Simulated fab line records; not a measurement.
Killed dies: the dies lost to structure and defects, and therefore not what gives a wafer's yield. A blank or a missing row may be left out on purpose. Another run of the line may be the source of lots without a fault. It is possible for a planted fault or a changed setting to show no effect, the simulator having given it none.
8D (eight disciplines) problem report, filled in by code	flow sky130	the parts of the form that need people (team, actions taken, sign-off) are left out

1. THE PROBLEM
VIA1_W_RS at SKY_VIA1_RS_MEAS_22 reads a mean of 0.478 ohm/sq on 3 wafers of 2 lots; wafers without a fault read 0.430 ohm/sq with a standard deviation of 0.0049. That puts it +9.9 standard deviations away from the usual mean.
The step: measures by four-point-probe.
Seen first at day 37 14:57 on film_metro-03, wafer L327.3. At this step, 33 wafers from 11 lots have a number in the record. Rule for "out", or "out of limits": more than 4 standard deviations from the usual mean. Any other wafer with a number is counted as sound.

2. WHAT IT IS, AND WHAT IT ISN'T
question	is	is not
which readings at this step	VIA1_W_RS	-
which lots	L327, L333	L317, L320, L321, L322, L323, L334, L335, L337, L339
which wafers of those lots	L327.3, L333.1, L333.3	L327.2, L327.4, L333.2
read on which gauges	film_metro-02, film_metro-03	film_metro-04
when	from day 37 14:57	up to then (17 sound wafers); but 13 sound wafers of L333, L334, L335, L337, L339 came after

3. WHAT RULES OUT EACH SUSPECT
Counting: any tool at a process step up to the reading remains a suspect provided it ran every lot that is out. Sound lots after the first of them don't rule it out here, since some wafers of a struck lot are sound.
- the gauge at SKY_VIA1_RS_MEAS_22 is ruled out. 2 gauges (film_metro-02, film_metro-03) read the wafers that are out.
- pvd_sputter-03 at SKY_METAL1_SPUTTER_00 (material Ti, target thk 15 nm, time 10 s): kept. Every lot that is out went through it, the first being L327 (day 35 07:56); the last sound lot it ran before that was L323 (day 33 18:51).
- cvd_w-02 at SKY_VIA1_CVD_21 (deposits W, target thk 270 nm, time 80.902 s): kept. Every lot that is out went through it, the first being L327 (day 37 14:50); the last sound lot it ran before that was L322 (day 36 00:23).
What counting leaves: pvd_sputter-03 at SKY_METAL1_SPUTTER_00 and cvd_w-02 at SKY_VIA1_CVD_21.

4. THE CAUSE (what the simulator had put in)
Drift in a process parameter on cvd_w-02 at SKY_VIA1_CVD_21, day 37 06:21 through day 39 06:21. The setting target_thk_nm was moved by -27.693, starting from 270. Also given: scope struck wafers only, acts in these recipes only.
After counting, 2 suspects remain, this tool included.

5. THE CHAIN OF EFFECTS, in route order
Each row: a reading where the mean over the struck wafers with a number is more than 3 standard deviations away from the usual. Readings are gone through only where the record gives a usual standard deviation; hours: the median, over the lots, of the time from a lot's start at the first step in this table giving one to that lot's start at this step; sigmas: the change measured in usual standard deviations.
hours	step	reading	usual	on struck wafers	change	sigmas
0	SKY_VIA1_RS_MEAS_22	VIA1_W_RS	0.430 ohm/sq	0.478	+0.048	+9.9
0	SKY_VIA1_THK_MEAS_23	VIA1_W_THK	267 nm	240	-27	-7.7

6. HOW IT WOULD HAVE BEEN CAUGHT EARLIER
Counted from the fault's start at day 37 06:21, it took 9 hours until the first out-of-limits reading at a measuring or inspecting step in this record, taken at day 37 14:57.
Tool readings at SKY_VIA1_CVD_21 with a usual standard deviation given in the record: none out on any struck wafer, hence no alarm at a limit of 4 standard deviations on them.
L333, from the lots that are out (2), started SKY_VIA1_CVD_21 on cvd_w-02 later than day 37 14:57. A hold on the tool at that time would have spared it.
